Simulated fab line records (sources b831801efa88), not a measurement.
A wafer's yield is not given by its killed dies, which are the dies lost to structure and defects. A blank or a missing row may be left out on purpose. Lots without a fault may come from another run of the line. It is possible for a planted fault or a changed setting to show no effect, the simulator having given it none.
Check of tool commonality + flow gf180mcu + 30 wafers sampled across 10 lots

WHAT PROMPTED THE OPENING
Of 10 lots, 2 have the reading V4_W_RS flagged at GF_V4_RS_MEAS_24. No-fault wafers: 0.330 ohm/sq, standard deviation 0.0036.
Rule: a lot gets a flag if all its wafers with a number sit over 4 standard deviations from that mean, or if no wafer of it has a number. The other lots count as sound.

| lot  | measured     | on           | V4_W_RS (ohm/sq), wafer by wafer | flag    |
|------|--------------|--------------|----------------------------------|---------|
| L673 | day 25 01:51 | filmMetro-04 | 0.333 0.333 0.331                |         |
| L675 | day 25 14:55 | filmMetro-03 | 0.324 0.330 0.329                |         |
| L676 | day 26 08:46 | filmMetro-03 | 0.323 0.329 0.322                |         |
| L678 | day 27 00:59 | filmMetro-03 | 0.330 0.331 0.325                |         |
| L684 | day 28 19:59 | filmMetro-01 | 0.329 0.329 0.331                |         |
| L686 | day 29 08:01 | filmMetro-03 | 0.290 0.295 0.294                | FLAGGED |
| L687 | day 29 14:33 | filmMetro-04 | 0.288 0.286 0.285                | FLAGGED |
| L690 | day 30 12:58 | filmMetro-04 | 0.338 0.337 0.332                |         |
| L691 | day 30 15:38 | filmMetro-04 | 0.333 0.332 0.332                |         |
| L693 | day 31 07:10 | filmMetro-04 | 0.333 0.331 0.332                |         |
The mean of the flagged lots' numbers is 0.290 ohm/sq, -0.040 ohm/sq from the usual (-11 standard deviations).

EACH LOT AND THE TOOL IT RAN ON
3 process steps preceding the reading are held in the record, out of 602 steps in the route. Each cell gives the tool, then ch followed by the chambers the sampled wafers passed through, then the start.
| lot  | flag    | GF_M4_METAL_ETCH_16              | GF_V4_CVD_02                    | GF_V4_CVD_23                 |
|------|---------|----------------------------------|---------------------------------|------------------------------|
| L673 |         | rieMetal-03 ch 0,1, day 24 01:13 | pecvd-01 ch 0,2, day 24 02:00   | cvdW-01 ch 0,1, day 25 01:44 |
| L675 |         | rieMetal-04 ch 1, day 24 16:28   | pecvd-02 ch 0,1,2, day 24 17:17 | cvdW-02 ch 0,1, day 25 14:47 |
| L676 |         | rieMetal-01 ch 0,1, day 25 09:37 | pecvd-01 ch 1,2, day 25 10:32   | cvdW-01 ch 0,1, day 26 08:39 |
| L678 |         | rieMetal-01 ch 0,1, day 26 02:16 | pecvd-03 ch 0,1,2, day 26 03:03 | cvdW-01 ch 0,1, day 27 00:52 |
| L684 |         | rieMetal-04 ch 0,1, day 27 22:38 | pecvd-02 ch 0,1,2, day 27 23:27 | cvdW-01 ch 0,1, day 28 19:52 |
| L686 | FLAGGED | rieMetal-01 ch 0,1, day 28 10:43 | pecvd-01 ch 0,1,2, day 28 11:29 | cvdW-01 ch 0,1, day 29 07:53 |
| L687 | FLAGGED | rieMetal-03 ch 0,1, day 28 17:11 | pecvd-01 ch 0,1, day 28 17:58   | cvdW-01 ch 0,1, day 29 14:23 |
| L690 |         | rieMetal-01 ch 0,1, day 29 16:01 | pecvd-02 ch 1,2, day 29 17:05   | cvdW-02 ch 0,1, day 30 12:51 |
| L691 |         | rieMetal-04 ch 0,1, day 29 18:50 | pecvd-03 ch 0,2, day 29 19:37   | cvdW-02 ch 0,1, day 30 15:29 |
| L693 |         | rieMetal-04 ch 0,1, day 30 10:28 | pecvd-01 ch 0,1, day 30 11:15   | cvdW-02 ch 0,1, day 31 07:02 |
What is done by these steps:
- GF_M4_METAL_ETCH_16: etches the open film in Cl2/BCl3, stops on SiO2, target depth 627.5 nm, time 104.6 s.
- GF_V4_CVD_02: deposits SiO2 from TEOS, target thk 850 nm, time 94.851 s.
- GF_V4_CVD_23: deposits W, target thk 350 nm, time 104.9 s.
- GF_V4_RS_MEAS_24: measures by four-point-probe.

FLAGGED AGAINST TOTAL, ONE TOOL AT A TIME (gauges that did the reading follow at the end)
| step                | tool         | lots run | flagged | share of the flagged lots | sound lots run after its first flagged lot |
|---------------------|--------------|----------|---------|---------------------------|--------------------------------------------|
| GF_M4_METAL_ETCH_16 | rieMetal-01  | 4        | 1       | some                      | 1 (L690)                                   |
| GF_M4_METAL_ETCH_16 | rieMetal-03  | 2        | 1       | some                      | 0                                          |
| GF_M4_METAL_ETCH_16 | rieMetal-04  | 4        | 0       | none                      | -                                          |
| GF_V4_CVD_02        | pecvd-01     | 5        | 2       | all                       | 1 (L693)                                   |
| GF_V4_CVD_02        | pecvd-02     | 3        | 0       | none                      | -                                          |
| GF_V4_CVD_02        | pecvd-03     | 2        | 0       | none                      | -                                          |
| GF_V4_CVD_23        | cvdW-01      | 6        | 2       | all                       | 0                                          |
| GF_V4_CVD_23        | cvdW-02      | 4        | 0       | none                      | -                                          |
| GF_V4_RS_MEAS_24    | filmMetro-01 | 1        | 0       | none                      | -                                          |
| GF_V4_RS_MEAS_24    | filmMetro-03 | 4        | 1       | some                      | 0                                          |
| GF_V4_RS_MEAS_24    | filmMetro-04 | 5        | 1       | some                      | 3 (L690,L691,L693)                         |

THE TABLE: WHAT IT ALLOWS
Rows of the table that ran all the flagged lots, 2 in number: pecvd-01 at GF_V4_CVD_02; cvdW-01 at GF_V4_CVD_23.
- pecvd-01 at GF_V4_CVD_02 ran 5 lots, 2 of them flagged. After the first flagged lot (L693), sound lots still ran on it; a lasting fault on the whole tool would not permit that.
- cvdW-01 at GF_V4_CVD_23 ran 6 lots, 2 of them flagged. Last sound lot L684 at day 28 19:52, first flagged lot L686 at day 29 07:53; a fault beginning in between fits. Its own readings (chamberPressureTorr) fall more than 4 standard deviations out on all wafers of the flagged lots.
One tool is left: cvdW-01 at GF_V4_CVD_23.

WHAT THE SIMULATOR PUT IN
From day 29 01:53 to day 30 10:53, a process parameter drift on cvdW-01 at GF_V4_CVD_23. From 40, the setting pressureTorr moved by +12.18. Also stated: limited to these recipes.
Struck lots among those shown: L686, L687. The rule above reached the same finding.
